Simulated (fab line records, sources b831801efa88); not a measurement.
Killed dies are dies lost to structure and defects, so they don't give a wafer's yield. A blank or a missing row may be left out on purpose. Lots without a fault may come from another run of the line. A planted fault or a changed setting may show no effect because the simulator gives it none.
fab line records | flow gf180mcu
record lots=5 wafers=15 last_day=34
route steps=602 shown V5@563 TOP_METAL@567 PASSIVATION@587
lots that met no fault: from a run of the same line without faults
start_h: hours from the record's first day to the start of the lot's first wafer shown | wait_h: hours since the lot's step before | " the same as in the row above | L1.1+2: a row that stands for several wafers | - no value, or no start given | * or withheld: withheld | < > ~ a bound
route shown NAME@n: a module of which the file shows steps, and the number in the route of the first | usual: mean/standard deviation of fault-free wafers | same: alike in all rows | chamber/n: place in a boat | sites: the reading at each site | _std_site: their standard deviation | _edge_site: outer sites' mean less inner sites' | radius_mm: how far each site lies from the wafer's centre | mask NAME#n: copy n | behind: the tool/chamber that last shaped the wafer | hold: why the lot was held/for how many hours/how that ended | device: the transistor (n, p or np) that didn't switch | end of line: the same wafers' tests at the end of the route | a step without rows: its recipe alone | killed: dies lost to structure and defects at the first sort, not the wafer's yield | map: a wafer's dies, x killed, . not, _ none there
set.NAME: the setting as run; set.NAME@STEP: as run at that earlier step | model.NAME: the simulator's own value behind a step, which no gauge read
lots at some steps of the route; a table a step, a row a wafer
services: from which hour (start_h, from the record's first day; less than 0 if before it) a tool's chamber was out of use, for how many hours, and why
## steps
# step GF_V5_CVD_23
# recipe material=W target_thk_nm=350 time_s=104.9 temp_c=400 pressure_torr=40
# usual heater_power_w=852/82
# columns lot.wafer tool chamber start_h wait_h heater_power_w
L079.3 cvd_w-01 1 681.21 0.1 798
L079.4 " 0 " " 967
L079.6 " 0 " " 979
L083.1 cvd_w-01 0 704.29 0.0 973
L083.2 " 1 " " 810
L083.5 " 0 " " 979
L089.2 cvd_w-01 0 745.42 0.0 972
L089.4 " 0 " " 973
L089.6 " 0 " " 999
L093.3 cvd_w-02 0 758.18 0.1 789
L093.4 " 1 " " 819
L093.6 " 1 " " 821
L096.3 cvd_w-02 1 779.85 0.1 829
L096.4 " 0 " " 763
L096.5 " 0 " " 770
# step GF_V5_RS_MEAS_24
# recipe thk_meas_gauge=four-point-probe reads=W_of_V5_CVD_23+TiN_of_V5_SPUTTER_22+Ti_of_V5_SPUTTER_21
# usual V5_W_RS=0.331/0.003
# columns lot.wafer tool chamber start_h wait_h V5_W_RS[ohm/sq]
L079.3 film_metro-04 - 681.32 0.1 0.333
L079.4 " - " " 0.333
L079.6 " - " " 0.327
L083.1 film_metro-04 - 704.41 0.1 0.329
L083.2 " - " " 0.329
L083.5 " - " " 0.331
L089.2 film_metro-02 - 745.55 0.1 0.337
L089.4 " - " " 0.331
L089.6 " - " " 0.333
L093.3 film_metro-04 - 758.30 0.1 0.332
L093.4 " - " " 0.331
L093.6 " - " " 0.333
L096.3 film_metro-02 - 779.97 0.1 0.337
L096.4 " - " " 0.334
L096.5 " - " " 0.335
# step GF_V5_THK_MEAS_25
# recipe thk_meas_gauge=xrf reads=W_of_V5_CVD_23
# usual V5_W_THK=354/4
# columns lot.wafer tool chamber start_h wait_h V5_W_THK[nm]
L079.3 film_metro-04 - 681.42 0.1 354
L079.4 " - " " 351
L079.6 " - " " 360
L083.1 film_metro-04 - 704.53 0.1 356
L083.2 " - " " 357
L083.5 " - " " 355
L089.2 film_metro-02 - 745.66 0.1 349
L089.4 " - " " 354
L089.6 " - " " 351
L093.3 film_metro-04 - 758.40 0.1 352
L093.4 " - " " 353
L093.6 " - " " 350
L096.3 film_metro-02 - 780.07 0.1 352
L096.4 " - " " 355
L096.5 " - " " 354
# step GF_V5_CMP_26
# recipe stop_on=SiO2 down_force_psi=3.5 platen_rpm=60 t_overpolish_s=15 target_thk_nm=0 pad_velocity_m_s=0.94248
# usual motor_current_A=11.0/1.2 overpolish_run_s=14.999/0.0082 platen_rpm=59.99/0.043 time_to_endpoint_s=84/3.2
# same t_overpolish_s=15
# columns lot.wafer tool chamber start_h wait_h motor_current_A overpolish_run_s platen_rpm time_to_endpoint_s
L079.4 cmp-01 1 681.46 0.0 11.3 15.004 60.00 85
L079.3 " 3 " " 9.4 15.001 59.99 78
L079.6 " 1 " " 11.2 14.985 59.95 85
L083.2 cmp-01 0 704.59 0.0 11.2 15.005 59.97 85
L083.1 " 3 " " 9.8 14.987 59.99 81
L083.5 " 0 " " 10.6 15.008 59.92 85
L089.2 cmp-02 3 745.76 0.1 10.1 15.003 60.03 85
L089.4 " 1 " " 8.6 15.001 59.98 90
L089.6 " 3 " " 9.9 14.996 60.01 86
L093.3 cmp-01 1 758.49 0.1 11.8 14.996 59.99 87
L093.4 " 2 " " 12.0 15.015 59.95 83
L093.6 " 1 " " 11.6 15.002 60.03 86
L096.4 cmp-01 2 780.16 0.1 11.7 14.992 60.00 78
L096.3 " 3 " " 9.6 15.001 59.99 78
L096.5 " 1 " " 12.0 14.992 59.98 84
# step GF_TOP_METAL_SPUTTER_00
# recipe material=Ti target_thk_nm=37.5 arriving_ion_energy_ev=80 substrate_temp_c=200 chamber_pressure_pa=2 power_w=4000 time_s=150
# usual throttle_valve_pct=30.2/1.1
# columns lot.wafer tool chamber start_h wait_h throttle_valve_pct
L079.3 pvd_sputter-03 - 681.76 0.1 28.6
L079.4 " - " " 31.9
L079.6 " - " " 28.7
L083.1 pvd_sputter-03 - 704.89 0.1 29.1
L083.2 " - " " 32.3
L083.5 " - " " 32.2
L089.2 pvd_sputter-03 - 746.01 0.2 32.3
L089.4 " - " " 28.9
L089.6 " - " " 32.0
L093.3 pvd_sputter-03 - 758.74 0.2 28.8
L093.4 " - " " 32.0
L093.6 " - " " 31.3
L096.3 pvd_sputter-01 - 780.41 0.1 30.8
L096.4 " - " " 30.0
L096.5 " - " " 29.9
# step GF_TOP_METAL_SPUTTER_01
# recipe material=TiN target_thk_nm=30 power_w=6500 time_s=25 chamber_pressure_pa=0.4
# usual throttle_valve_pct=30.2/1.1
# columns lot.wafer tool chamber start_h wait_h throttle_valve_pct
L079.3 pvd_sputter-03 - 681.86 0.1 29.0
L079.4 " - " " 31.8
L079.6 " - " " 28.8
L083.1 pvd_sputter-03 - 704.99 0.1 29.1
L083.2 " - " " 31.9
L083.5 " - " " 31.8
L089.2 pvd_sputter-03 - 746.11 0.1 32.1
L089.4 " - " " 28.7
L089.6 " - " " 31.9
L093.3 pvd_sputter-03 - 758.84 0.1 28.9
L093.4 " - " " 32.0
L093.6 " - " " 31.2
L096.3 pvd_sputter-01 - 780.51 0.1 30.6
L096.4 " - " " 29.7
L096.5 " - " " 29.6
# step GF_TOP_METAL_SPUTTER_02
# recipe material=AlCu target_thk_nm=900 power_w=10600 chamber_pressure_pa=0.3 substrate_temp_c=250 gas=Ar time_s=47.82
# usual throttle_valve_pct=30.2/1.1
# columns lot.wafer tool chamber start_h wait_h throttle_valve_pct
L079.3 pvd_sputter-03 - 681.90 0.0 28.9
L079.4 " - " " 31.7
L079.6 " - " " 28.8
L083.1 pvd_sputter-03 - 705.02 0.0 28.8
L083.2 " - " " 32.1
L083.5 " - " " 31.9
L089.2 pvd_sputter-03 - 746.14 0.0 32.0
L089.4 " - " " 29.0
L089.6 " - " " 31.8
L093.3 pvd_sputter-03 - 758.87 0.0 29.0
L093.4 " - " " 32.0
L093.6 " - " " 31.4
L096.3 pvd_sputter-01 - 780.54 0.0 30.4
L096.4 " - " " 29.8
L096.5 " - " " 29.5
# step GF_TOP_METAL_SPUTTER_03
# recipe material=Ti target_thk_nm=5 substrate_temp_c=300 chamber_pressure_pa=0.3 power_w=3000 time_s=3.3
# usual throttle_valve_pct=30.2/1.2
# columns lot.wafer tool chamber start_h wait_h throttle_valve_pct
L079.3 pvd_sputter-03 - 681.94 0.0 29.2
L079.4 " - " " 32.2
L079.6 " - " " 28.9
L083.1 pvd_sputter-03 - 705.06 0.0 28.8
L083.2 " - " " 32.0
L083.5 " - " " 32.2
L089.2 pvd_sputter-03 - 746.19 0.0 32.1
L089.4 " - " " 28.7
L089.6 " - " " 32.1
L093.3 pvd_sputter-03 - 758.91 0.0 29.2
L093.4 " - " " 32.2
L093.6 " - " " 31.2
L096.3 pvd_sputter-01 - 780.58 0.0 30.6
L096.4 " - " " 29.6
L096.5 " - " " 29.6
# step GF_TOP_METAL_SPUTTER_04
# recipe material=TiN target_thk_nm=25 power_w=6500 time_s=20.8 chamber_pressure_pa=0.4
# usual throttle_valve_pct=30.2/1.1
# columns lot.wafer tool chamber start_h wait_h throttle_valve_pct
L079.3 pvd_sputter-03 - 681.96 0.0 28.8
L079.4 " - " " 31.9
L079.6 " - " " 29.0
L083.1 pvd_sputter-03 - 705.08 0.0 28.8
L083.2 " - " " 31.9
L083.5 " - " " 32.1
L089.2 pvd_sputter-03 - 746.21 0.0 32.1
L089.4 " - " " 28.7
L089.6 " - " " 32.0
L093.3 pvd_sputter-03 - 758.93 0.0 29.0
L093.4 " - " " 32.0
L093.6 " - " " 31.5
L096.3 pvd_sputter-01 - 780.60 0.0 30.3
L096.4 " - " " 29.6
L096.5 " - " " 29.9
# step GF_TOP_METAL_RS_MEAS_05
# recipe thk_meas_gauge=four-point-probe reads=TiN_of_TOP_METAL_SPUTTER_04+Ti_of_TOP_METAL_SPUTTER_03+AlCu_of_TOP_METAL_SPUTTER_02+TiN_of_TOP_METAL_SPUTTER_01+Ti_of_TOP_METAL_SPUTTER_00
# usual TOP_METAL_ALCU_RS=0.0326/0.00035
# columns lot.wafer tool chamber start_h wait_h TOP_METAL_ALCU_RS[ohm/sq]
L079.3 film_metro-01 - 682.03 0.1 0.0326
L079.4 " - " " 0.0329
L079.6 " - " " 0.0325
L083.1 film_metro-03 - 705.11 0.0 0.0323
L083.2 " - " " 0.0329
L083.5 " - " " 0.0328
L089.2 film_metro-03 - 746.25 0.0 0.0330
L089.4 " - " " 0.0329
L089.6 " - " " 0.0329
L093.3 film_metro-04 - 759.00 0.1 0.0324
L093.4 " - " " 0.0330
L093.6 " - " " 0.0328
L096.3 film_metro-01 - 780.67 0.1 0.0326
L096.4 " - " " 0.0328
L096.5 " - " " 0.0329
# step GF_TOP_METAL_THK_MEAS_06
# recipe thk_meas_gauge=xrf reads=AlCu_of_TOP_METAL_SPUTTER_02
# usual TOP_METAL_ALCU_THK=888/10
# columns lot.wafer tool chamber start_h wait_h TOP_METAL_ALCU_THK[nm]
L079.3 film_metro-01 - 682.13 0.1 882
L079.4 " - " " 876
L079.6 " - " " 890
L083.1 film_metro-03 - 705.23 0.1 898
L083.2 " - " " 883
L083.5 " - " " 883
L089.2 film_metro-03 - 746.36 0.1 875
L089.4 " - " " 881
L089.6 " - " " 880
L093.3 film_metro-04 - 759.10 0.1 897
L093.4 " - " " 884
L093.6 " - " " 884
L096.3 film_metro-01 - 780.77 0.1 883
L096.4 " - " " 882
L096.5 " - " " 878
# step GF_TOP_METAL_DEHYDRATE_07
# recipe temp_c=200 time_s=60
# usual heater_power_total_W=160.37/0.13
# columns lot.wafer tool chamber start_h wait_h heater_power_total_W
L079.3 litho_track-03 0 690.40 8.3 160.53
L079.4 " 0 " " 160.64
L079.6 " 0 " " 160.52
L083.1 litho_track-01 0 713.37 8.1 160.17
L083.2 " 0 " " 160.32
L083.5 " 0 " " 160.31
L089.2 litho_track-04 0 754.34 8.0 160.21
L089.4 " 0 " " 160.33
L089.6 " 0 " " 160.56
L093.3 litho_track-01 0 766.72 7.6 160.24
L093.4 " 0 " " 160.47
L093.6 " 0 " " 160.55
L096.3 litho_track-04 0 787.87 7.1 160.44
L096.4 " 0 " " 160.35
L096.5 " 0 " " 160.32
# step GF_TOP_METAL_HMDS_08
# recipe prime_time_s=60 prime_temp_c=120
# columns lot.wafer tool chamber start_h wait_h
L079.3+4+6 litho_track-03 0 690.55 0.1
L083.1+2+5 litho_track-01 0 713.52 0.1
L089.2+4+6 litho_track-04 0 754.49 0.1
L093.3+4+6 litho_track-01 0 766.87 0.1
L096.3+4+5 litho_track-04 0 788.02 0.1
# step GF_TOP_METAL_COAT_09
# recipe resist=NOVOLAK spin_rpm=3000 resist_thk_nm=1500
# columns lot.wafer tool chamber start_h wait_h
L079.3+4+6 litho_track-03 0 690.70 0.1
L083.1+2+5 litho_track-01 0 713.67 0.1
L089.2+4+6 litho_track-04 0 754.64 0.1
L093.3+4+6 litho_track-01 0 767.02 0.1
L096.3+4+5 litho_track-04 0 788.17 0.1
# step GF_TOP_METAL_SOFTBAKE_10
# recipe temp_c=90 time_s=60 resist=NOVOLAK
# usual heater_power_total_W=56.59/0.044
# columns lot.wafer tool chamber start_h wait_h heater_power_total_W
L079.3 litho_track-03 0 690.85 0.1 56.62
L079.4 " 0 " " 56.62
L079.6 " 0 " " 56.61
L083.1 litho_track-01 0 713.82 0.1 56.60
L083.2 " 0 " " 56.58
L083.5 " 0 " " 56.61
L089.2 litho_track-04 0 754.79 0.1 56.52
L089.4 " 0 " " 56.63
L089.6 " 0 " " 56.48
L093.3 litho_track-01 0 767.17 0.1 56.62
L093.4 " 0 " " 56.56
L093.6 " 0 " " 56.52
L096.3 litho_track-04 0 788.32 0.1 56.53
L096.4 " 0 " " 56.57
L096.5 " 0 " " 56.57
# step GF_TOP_METAL_EXPOSE_11
# recipe mask_id=MetalTop target_cd_nm=440 na=0.6 source_shape=conventional sigma_outer=0.6 dose_mj=170
# usual focus_offset_nm=0.1/0.5
# same na=0.6
# columns lot.wafer tool chamber start_h wait_h mask focus_offset_nm
L079.3 iline_stepper-02 0 - - MetalTop#0 -0.5
L079.4 " 0 " " MetalTop#0 -0.5
L079.6 " 0 " " MetalTop#0 -0.5
L083.1 iline_stepper-01 0 - - MetalTop#0 0.5
L083.2 " 0 " " MetalTop#0 0.4
L083.5 " 0 " " MetalTop#0 -0.8
L089.2 iline_stepper-02 0 - - MetalTop#0 -0.8
L089.4 " 0 " " MetalTop#0 0.2
L089.6 " 0 " " MetalTop#0 0.0
L093.3 iline_stepper-02 0 - - MetalTop#0 -0.2
L093.4 " 0 " " MetalTop#0 -0.3
L093.6 " 0 " " MetalTop#0 -0.5
L096.3 iline_stepper-02 0 - - MetalTop#0 -0.4
L096.4 " 0 " " MetalTop#0 0.1
L096.5 " 0 " " MetalTop#0 -0.4
# step GF_TOP_METAL_PEB_12
# recipe temp_c=withheld time_s=* resist=NOVOLAK
# columns lot.wafer tool chamber start_h wait_h
L079.3+4+6 litho_track-03 0 - -
L083.1+2+5 litho_track-03 0 - -
L089.2+4+6 litho_track-03 0 - -
L093.3+4+6 litho_track-03 0 - -
L096.3+4+5 litho_track-03 0 - -
# step GF_TOP_METAL_DEVELOP_13
# recipe develop_time_s=60 dev_temp_c=23
# columns lot.wafer tool chamber start_h wait_h
L079.3+4+6 litho_track-03 0 699.95 0.1
L083.1+2+5 litho_track-03 0 722.90 0.1
L089.2+4+6 litho_track-03 0 761.83 0.1
L093.3+4+6 litho_track-03 0 774.95 0.1
L096.3+4+5 litho_track-03 0 795.70 0.1
# step GF_TOP_METAL_CD_MEAS_14
# recipe target_cd_nm=440
# usual cd_nm=440.8/2.3
# columns lot.wafer tool chamber start_h wait_h cd_nm
L079.3 cd_sem-02 - 700.09 0.1 438.4
L079.4 " - " " 439.5
L079.6 " - " " 435.7
L083.1 cd_sem-01 - 723.05 0.1 437.3
L083.2 " - " " 438.8
L083.5 " - " " 437.6
L089.2 cd_sem-02 - 761.97 0.1 438.5
L089.4 " - " " 439.2
L089.6 " - " " 438.5
L093.3 cd_sem-02 - 775.09 0.1 443.7
L093.4 " - " " 440.9
L093.6 " - " " 443.6
L096.3 cd_sem-02 - 795.84 0.1 440.6
L096.4 " - " " 439.5
L096.5 " - " " 442.3
# step GF_TOP_METAL_OVL_MEAS_15
# usual TOP_METAL_OVL=-0.7/1.2
# columns lot.wafer tool chamber start_h wait_h TOP_METAL_OVL[nm]
L079.3 overlay-02 - 700.18 0.1 -0.6
L079.4 " - " " -0.7
L079.6 " - " " -1.7
L083.1 overlay-01 - 723.17 0.1 -1.2
L083.2 " - " " -2.6
L083.5 " - " " -2.0
L089.2 overlay-01 - 762.08 0.1 -1.1
L089.4 " - " " -0.6
L089.6 " - " " -0.8
L093.3 overlay-01 - 775.18 0.1 -0.1
L093.4 " - " " 0.8
L093.6 " - " " -0.3
L096.3 overlay-01 - 795.93 0.1 1.1
L096.4 " - " " 0.2
L096.5 " - " " -0.7
# step GF_TOP_METAL_METAL_ETCH_16
# recipe chemistry=Cl2/BCl3 mask_material=NOVOLAK target_depth_nm=1197 stop_on=SiO2 pressure_mtorr=8 icp_w=800 bias_w=140 Cl2_flow_sccm=80 bcl3_flow_sccm=40 time_s=199.5
# usual bias_w=140.0/0.41 drypump_motor_current_A=6.10/0.26 oes_product_au=0.991/0.0051 throttle_valve_pct=28.229/0.011
# columns lot.wafer tool chamber start_h wait_h bias_w drypump_motor_current_A oes_product_au rf_hours_counter_h throttle_valve_pct
L079.3 rie_metal-03 0 700.29 0.1 140.2 6.05 0.995 - 28.242
L079.4 " 1 " " 140.0 6.33 0.991 - 28.219
L079.6 " 1 " " 139.9 6.32 1.000 - 28.234
L083.1 rie_metal-02 0 723.21 0.0 140.6 5.93 0.991 0 28.222
L083.2 " 1 " " 140.4 6.01 0.993 3 28.234
L083.5 " 1 " " 140.6 6.01 0.994 - 28.226
L089.2 rie_metal-01 0 762.17 0.1 140.6 5.88 0.995 - 28.218
L089.4 " 0 " " 140.9 5.88 0.990 - 28.214
L089.6 " 0 " " 139.9 5.88 0.999 - 28.213
L093.3 rie_metal-01 0 775.33 0.1 141.1 5.85 0.986 - 28.234
L093.4 " 0 " " 140.4 5.85 0.995 - 28.241
L093.6 " 0 " " 139.9 5.85 0.992 - 28.246
L096.3 rie_metal-03 1 796.02 0.1 139.8 6.30 0.986 - 28.227
L096.4 " 0 " " 139.9 6.00 0.993 - 28.223
L096.5 " 1 " " 140.3 6.30 0.986 - 28.220
# step GF_TOP_METAL_STRIP_17
# recipe chemistry=O2/N2 power_w=1400 pressure_mtorr=1500 platen_temp_c=250 o2_flow_sccm=3000 n2_flow_sccm=300 overash_fraction=0.5
# usual drypump_motor_current_A=5.7/0.35 heater_power_w=340/19 oes_product_au=0.711/0.0045 strip_time_to_endpoint_s=12.91/0.069
# columns lot.wafer tool chamber start_h wait_h drypump_motor_current_A heater_power_w oes_product_au rf_hours_counter_h strip_time_to_endpoint_s
L079.3 plasma_asher-03 0 700.50 0.1 6.0 360 0.705 - 12.80
L079.4 " 1 " " 5.3 341 0.714 - 12.84
L079.6 " 1 " " 5.3 334 0.708 - 12.80
L083.1 plasma_asher-02 0 723.40 0.1 6.2 341 0.712 100 12.92
L083.2 " 1 " " 5.6 326 0.716 100 12.87
L083.5 " 1 " " 5.7 323 0.712 - 12.89
L089.2 plasma_asher-04 0 762.49 0.3 5.8 306 0.705 36 12.84
L089.4 " 0 " " 5.8 304 0.711 - 12.82
L089.6 " 0 " " 5.8 305 0.709 - 12.78
L093.3 plasma_asher-04 0 775.62 0.2 5.8 305 0.703 - 12.89
L093.4 " 1 " " 5.1 339 0.713 - 12.88
L093.6 " 1 " " 5.1 346 0.707 - 12.95
L096.3 plasma_asher-02 0 796.18 0.1 6.2 338 0.716 - 12.98
L096.4 " 1 " " 5.6 318 0.708 - 13.00
L096.5 " 1 " " 5.7 322 0.720 - 12.99
# step GF_TOP_METAL_STRIP_18
# recipe chemistry=post_etch_residue_remover time_s=1200 temp_c=72.5
# columns lot.wafer tool chamber start_h wait_h
L079.3+4+6 wet_bench-03 2 700.56 0.0
L083.1+2+5 wet_bench-01 2 723.50 0.1
L089.2+4+6 wet_bench-01 1 762.59 0.1
L093.3+4+6 wet_bench-04 3 775.69 0.0
L096.3+4+5 wet_bench-03 2 796.25 0.0
# step GF_TOP_METAL_CLEAN_19
# recipe chemistry=DIW dry=n2_spin
# columns lot.wafer tool chamber start_h wait_h
L079.3+4+6 wet_bench-01 2 700.90 0.0
L083.1+2+5 wet_bench-04 2 723.84 0.0
L089.2+4+6 wet_bench-01 3 762.93 0.0
L093.3+4+6 wet_bench-04 0 776.03 0.0
L096.3+4+5 wet_bench-04 3 796.93 0.0
# step GF_PASSIVATION_CVD_00
# recipe material=SiO2 target_thk_nm=1000 precursor=TEOS temp_c=400 time_s=111.95 rf_w=600
# usual heater_power_w=630/76
# columns lot.wafer tool chamber start_h wait_h heater_power_w
L079.3 pecvd-04 2 701.00 0.0 649
L079.4 " 1 " " 639
L079.6 " 0 " " 597
L083.1 pecvd-01 0 723.93 0.0 622
L083.2 " 2 " " 465
L083.5 " 1 " " 619
L089.2 pecvd-02 2 763.02 0.0 586
L089.4 " 1 " " 468
L089.6 " 0 " " 540
L093.3 pecvd-01 2 776.12 0.0 521
L093.4 " 1 " " 637
L093.6 " 0 " " 545
L096.3 pecvd-02 0 797.03 0.0 577
L096.4 " 2 " " 733
L096.5 " 0 " " 632
# step GF_PASSIVATION_THK_MEAS_01
# recipe reads=SiO2_of_PASSIVATION_CVD_00
# usual PASSIVATION_CVD_00_THK=995/12
# columns lot.wafer tool chamber start_h wait_h PASSIVATION_CVD_00_THK[nm]
L079.3 film_metro-01 - 701.09 0.1 980
L079.4 " - " " 989
L079.6 " - " " 1005
L083.1 film_metro-02 - 724.01 0.0 990
L083.2 " - " " 989
L083.5 " - " " 1004
L089.2 film_metro-01 - 763.11 0.0 996
L089.4 " - " " 1010
L089.6 " - " " 1010
L093.3 film_metro-02 - 776.22 0.1 996
L093.4 " - " " 992
L093.6 " - " " 1007
L096.3 film_metro-02 - 797.13 0.1 1003
L096.4 " - " " 1023
L096.5 " - " " 1015
# step GF_PASSIVATION_CVD_02
# recipe material=Si3N4 target_thk_nm=700 time_s=486.18 temp_c=400 rf_w=450
# usual heater_power_w=683/79
# columns lot.wafer tool chamber start_h wait_h heater_power_w
L079.3 pecvd-02 2 701.13 0.0 670
L079.4 " 1 " " 642
L079.6 " 0 " " 714
L083.1 pecvd-02 0 724.07 0.1 741
L083.2 " 2 " " 729
L083.5 " 2 " " 732
L089.2 pecvd-04 0 763.16 0.0 762
L089.4 " 0 " " 806
L089.6 " 2 " " 829
L093.3 pecvd-02 1 776.26 0.0 648
L093.4 " 0 " " 721
L093.6 " 1 " " 527
L096.3 pecvd-01 1 797.17 0.0 713
L096.4 " 0 " " 605
L096.5 " 2 " " 588
# step GF_PASSIVATION_THK_MEAS_03
# recipe reads=Si3N4_of_PASSIVATION_CVD_02
# usual PASSIVATION_CVD_02_THK=698/8.7
# columns lot.wafer tool chamber start_h wait_h PASSIVATION_CVD_02_THK[nm]
L079.3 film_metro-01 - 701.44 0.2 702
L079.4 " - " " 704
L079.6 " - " " 702
L083.1 film_metro-03 - 724.36 0.1 696
L083.2 " - " " 687
L083.5 " - " " 701
L089.2 film_metro-03 - 763.46 0.2 693
L089.4 " - " " 696
L089.6 " - " " 701
L093.3 film_metro-02 - 776.57 0.2 695
L093.4 " - " " 709
L093.6 " - " " 702
L096.3 film_metro-01 - 797.48 0.2 688
L096.4 " - " " 722
L096.5 " - " " 708
# step GF_PASSIVATION_DEHYDRATE_04
# recipe temp_c=200 time_s=60
# usual heater_power_total_W=160.36/0.12
# columns lot.wafer tool chamber start_h wait_h heater_power_total_W
L079.3 litho_track-04 0 709.42 8.0 160.20
L079.4 " 0 " " 160.31
L079.6 " 0 " " 160.20
L083.1 litho_track-04 0 731.52 7.2 160.52
L083.2 " 0 " " 160.36
L083.5 " 0 " " 160.40
L089.2 litho_track-03 0 770.78 7.3 160.32
L089.4 " 0 " " 160.19
L089.6 " 0 " " 160.27
L093.3 litho_track-03 0 783.70 7.1 160.56
L093.4 " 0 " " 160.22
L093.6 " 0 " " 160.26
L096.3 litho_track-03 0 804.45 7.0 160.47
L096.4 " 0 " " 160.61
L096.5 " 0 " " 160.41
# step GF_PASSIVATION_HMDS_05
# recipe prime_time_s=60 prime_temp_c=120
# columns lot.wafer tool chamber start_h wait_h
L079.3+4+6 litho_track-04 0 709.57 0.1
L083.1+2+5 litho_track-04 0 731.67 0.1
L089.2+4+6 litho_track-03 0 770.93 0.1
L093.3+4+6 litho_track-03 0 783.85 0.1
L096.3+4+5 litho_track-03 0 804.60 0.1
# step GF_PASSIVATION_COAT_06
# recipe spin_rpm=2000 resist_thk_nm=4000
# columns lot.wafer tool chamber start_h wait_h
L079.3+4+6 litho_track-04 0 709.72 0.1
L083.1+2+5 litho_track-04 0 731.82 0.1
L089.2+4+6 litho_track-03 0 771.08 0.1
L093.3+4+6 litho_track-03 0 784.00 0.1
L096.3+4+5 litho_track-03 0 804.75 0.1
# step GF_PASSIVATION_SOFTBAKE_07
# recipe temp_c=110 time_s=withheld
# usual heater_power_total_W=65.33/0.13
# columns lot.wafer tool chamber start_h wait_h heater_power_total_W
L079.3 litho_track-04 0 709.89 0.1 65.24
L079.4 " 0 " " 65.48
L079.6 " 0 " " 65.58
L083.1 litho_track-04 0 731.97 0.1 65.45
L083.2 " 0 " " 65.03
L083.5 " 0 " " 65.27
L089.2 litho_track-03 0 771.23 0.1 65.20
L089.4 " 0 " " 65.31
L089.6 " 0 " " 65.39
L093.3 litho_track-03 0 784.17 0.1 65.17
L093.4 " 0 " " 65.23
L093.6 " 0 " " 65.19
L096.3 litho_track-03 0 804.92 0.1 65.26
L096.4 " 0 " " 65.34
L096.5 " 0 " " 65.47
# step GF_PASSIVATION_EXPOSE_08
# recipe mask_id=Pad target_cd_nm=40000 na=0.57 dose_mj=310
# usual focus_offset_nm=0.0/0.53
# same na=0.57
# columns lot.wafer tool chamber start_h wait_h mask focus_offset_nm
L079.3 iline_stepper-01 0 - - Pad#0 -0.7
L079.4 " 0 " " Pad#0 -0.5
L079.6 " 0 " " Pad#0 -1.0
L083.1 iline_stepper-01 0 - - Pad#0 -0.4
L083.2 " 0 " " Pad#0 0.3
L083.5 " 0 " " Pad#0 -1.5
L089.2 iline_stepper-01 0 - - Pad#0 0.9
L089.4 " 0 " " Pad#0 -0.6
L089.6 " 0 " " Pad#0 0.8
L093.3 iline_stepper-02 0 - - Pad#0 -0.7
L093.4 " 0 " " Pad#0 0.0
L093.6 " 0 " " Pad#0 0.5
L096.3 iline_stepper-01 0 - - Pad#0 0.1
L096.4 " 0 " " Pad#0 0.2
L096.5 " 0 " " Pad#0 0.2
# step GF_PASSIVATION_PEB_09
# recipe temp_c=115 time_s=withheld
# usual heater_power_total_W=69.36/0.14
# columns lot.wafer tool chamber start_h wait_h heater_power_total_W
L079.3 litho_track-04 0 - - 69.28
L079.4 " 0 " " 69.30
L079.6 " 0 " " 69.53
L083.1 litho_track-04 0 - - 69.43
L083.2 " 0 " " 69.42
L083.5 " 0 " " 69.35
L089.2 litho_track-04 0 - - 69.37
L089.4 " 0 " " 69.54
L089.6 " 0 " " 69.37
L093.3 litho_track-03 0 - - 69.38
L093.4 " 0 " " 69.19
L093.6 " 0 " " 69.47
L096.3 litho_track-02 0 - - 69.19
L096.4 " 0 " " 69.44
L096.5 " 0 " " 69.23
# step GF_PASSIVATION_DEVELOP_10
# recipe develop_time_s=60 dev_temp_c=23
# columns lot.wafer tool chamber start_h wait_h
L079.3+4+6 litho_track-04 0 - -
L083.1+2+5 litho_track-04 0 - -
L089.2+4+6 litho_track-04 0 - -
L093.3+4+6 litho_track-03 0 - -
L096.3+4+5 litho_track-02 0 - -
# step GF_PASSIVATION_ETCH_11
# recipe chemistry=CF4/O2 target_depth_nm=2040 stop_on=TiN source_w=800 bias_w=150 pressure_mtorr=150 cf4_flow_sccm=80 O2_flow_sccm=10 time_s=453.3
# usual O2_flow_sccm=9.999/0.028 bias_w=149.9/0.47 drypump_motor_current_A=5.7/0.4 oes_product_au=0.988/0.0066 throttle_valve_pct=5.968/0.0089
# columns lot.wafer tool chamber start_h wait_h O2_flow_sccm bias_w drypump_motor_current_A oes_product_au rf_hours_counter_h throttle_valve_pct
L079.3 rie_diel-02 3 719.22 - 9.999 149.8 5.7 0.988 2 5.970
L079.4 " 0 " " 10.043 150.2 5.5 0.993 43 5.969
L079.6 " 2 " " 9.995 150.0 5.7 0.985 - 5.955
L083.1 rie_diel-02 2 740.92 - 9.986 150.2 5.7 0.983 12 5.960
L083.2 " 0 " " 9.962 150.8 5.5 0.989 44 5.970
L083.5 " 1 " " 9.963 149.8 4.9 0.986 - 5.973
L089.2 rie_diel-04 1 779.27 - 10.003 149.6 5.7 0.977 1 5.970
L089.4 " 2 " " 10.003 149.7 6.3 0.998 13 5.979
L089.6 " 2 " " 10.000 150.2 6.3 0.999 - 5.969
L093.3 rie_diel-04 2 791.90 - 9.995 149.5 6.3 1.003 14 5.955
L093.4 " 1 " " 9.991 150.3 5.6 0.970 2 5.962
L093.6 " 0 " " 9.975 150.4 5.8 0.995 - 5.961
L096.3 rie_diel-02 0 812.63 - 10.006 150.4 5.5 0.981 0 5.959
L096.4 " 1 " " 10.039 149.9 5.0 0.985 - 5.970
L096.5 " 2 " " 10.020 148.8 5.7 0.990 - 5.975
## services
# columns tool chamber start_h hours kind
rie_diel-02 - 660.21 1.1 repair
rie_diel-02 1 662.57 3.8 repair
iline_stepper-02 - 668.26 1.7 pm
rie_diel-02 0 669.40 1.4 repair
rie_metal-03 - 685.58 0.6 repair
iline_stepper-02 - 704.27 12.8 repair
cmp-01 - 709.55 3.5 repair
pecvd-01 - 713.04 5.5 pm
iline_stepper-01 - 732.29 2.1 pm
cvd_w-01 - 735.54 1.5 repair
cmp-01 - 744.53 4.0 pm
pecvd-02 - 754.34 0.7 repair
pvd_sputter-01 - 766.15 2.2 repair
iline_stepper-01 - 776.70 1.7 pm
pecvd-02 - 776.93 2.8 pm
pvd_sputter-03 - 781.45 3.5 repair
pecvd-02 - 793.18 1.3 repair
cmp-01 - 794.21 0.8 repair
pvd_sputter-01 - 798.86 4.2 repair
pecvd-01 - 799.38 14.0 pm
cvd_w-01 - 801.56 0.4 repair
cmp-01 - 808.31 0.6 repair
rie_diel-02 3 808.87 4.6 repair
pvd_sputter-01 - 812.51 2.5 repair
## key
fault none
